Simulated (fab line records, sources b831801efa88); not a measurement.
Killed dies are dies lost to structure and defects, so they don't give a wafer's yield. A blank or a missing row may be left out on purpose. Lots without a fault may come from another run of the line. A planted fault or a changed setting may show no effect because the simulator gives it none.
Problem report in the 8D (eight disciplines) form, filled by code | flow gf180mcu | the parts of the form that need people (team, actions taken, sign-off) are left out

1. THE PROBLEM
PASSIVATION_CVD_02_THK at GF_PASSIVATION_THK_MEAS_03 reads a mean of 1215 nm on 3 wafers of 2 lots; wafers without a fault read 702 nm with a standard deviation of 9.7. That is +53 standard deviations from the usual mean.
First seen on wafer L551.1, day 29 10:01, on film_metro-02. The record holds 39 wafers of 13 lots with a number at this step. Rule for "out", or "out of limits": more than 4 standard deviations from the usual mean. The other wafers with a number count as sound.

2. WHAT IT IS AND WHAT IT IS NOT
question                    | is                           | is not
which readings at this step | PASSIVATION_CVD_02_THK       | -
which lots                  | L551, L552                   | L549, L560, L561, L562, L563, L564, L565, L566, L567, L568, L570
which wafers of those lots  | L551.1, L551.5, L552.5       | L551.3, L552.3, L552.6
read on which gauges        | film_metro-02, film_metro-03 | film_metro-01
when                        | from day 29 10:01            | up to then (4 sound wafers); but 32 sound wafers of L552, L560, L561, L562, L563, L564, L565, L566, L567, L568, L570 came after

3. SUSPECTS, AND WHAT RULES EACH OUT
Counting: a tool at a process step up to the reading stays a suspect if it ran every lot that is out. Sound lots after the first of them don't rule it out here, since some wafers of a struck lot are sound.
- the gauge at GF_PASSIVATION_THK_MEAS_03: ruled out. The wafers that are out were read on 2 gauges (film_metro-02, film_metro-03).
- pvd_sputter-04 at GF_V3_SPUTTER_21 (material Ti, target thk 15 nm, time 80.02 s): kept. It ran every lot that is out, first L551 (day 23 22:10); its last sound lot up to then is L549 (day 23 08:01).
- pecvd-03 at GF_PASSIVATION_CVD_02 (deposits Si3N4, target thk 700 nm, time 486.18 s): kept. It ran every lot that is out, first L551 (day 29 09:43); its last sound lot up to then is L549 (day 29 03:55).
Left after counting: pvd_sputter-04 at GF_V3_SPUTTER_21, pecvd-03 at GF_PASSIVATION_CVD_02.

4. THE CAUSE (what the simulator had put in)
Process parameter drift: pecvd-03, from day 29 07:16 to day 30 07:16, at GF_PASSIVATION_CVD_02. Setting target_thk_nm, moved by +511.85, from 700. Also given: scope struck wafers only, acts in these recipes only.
Counting left 2 suspects, and this tool is among them.

5. THE CHAIN OF EFFECTS, in route order
Each row: a reading whose mean over the struck wafers that have a number lies more than 3 standard deviations from the usual. Only readings for which the record gives a usual standard deviation are gone through. hours: the time from each lot's start at the first step in this table that gives one to its start at this step, as a median over the lots. sigmas: the change in usual standard deviations.
hours | step                       | reading                | usual  | on struck wafers | change | sigmas
0     | GF_PASSIVATION_THK_MEAS_03 | PASSIVATION_CVD_02_THK | 702 nm | 1215             | +513   | +53
21    | GF_PASSIVATION_PROBE_99    | defect_limited_yield   | 90.4 % | 0.0              | -90.4  | -65
21    | GF_PASSIVATION_PROBE_99    | killed_at_other        | 0.1    | 442.7            | +442.6 | +99 or more
21    | GF_PASSIVATION_PROBE_99    | killed_dies            | 47     | 492              | +445   | +64
21    | GF_PASSIVATION_PROBE_99    | killed_on_rim          | 8.8    | 96.0             | +87.2  | +32
21    | GF_PASSIVATION_PROBE_99    | sort_bin_5_function    | 5.6 %  | 96.5             | +90.9  | +83
21    | GF_PASSIVATION_PROBE_99    | sort_n_pass            | 445    | 0                | -445   | -64
21    | GF_PASSIVATION_PROBE_99    | sort_yield_pct         | 90.4 % | 0.0              | -90.4  | -65
The process steps in it:
- GF_PASSIVATION_PROBE_99

6. WHAT WOULD HAVE CAUGHT IT SOONER
In this record the first reading out of limits at a measuring or inspecting step was taken at day 29 10:01, 3 hours after the fault began at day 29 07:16.
Of the tool readings at GF_PASSIVATION_CVD_02 for which the record gives a usual standard deviation, none was out on any struck wafer, so an alarm limit of 4 standard deviations on them would not have fired.
Of the lots that are out (2), L552 began GF_PASSIVATION_CVD_02 on pecvd-03 after day 29 10:01. A hold on the tool at that time would have spared it.
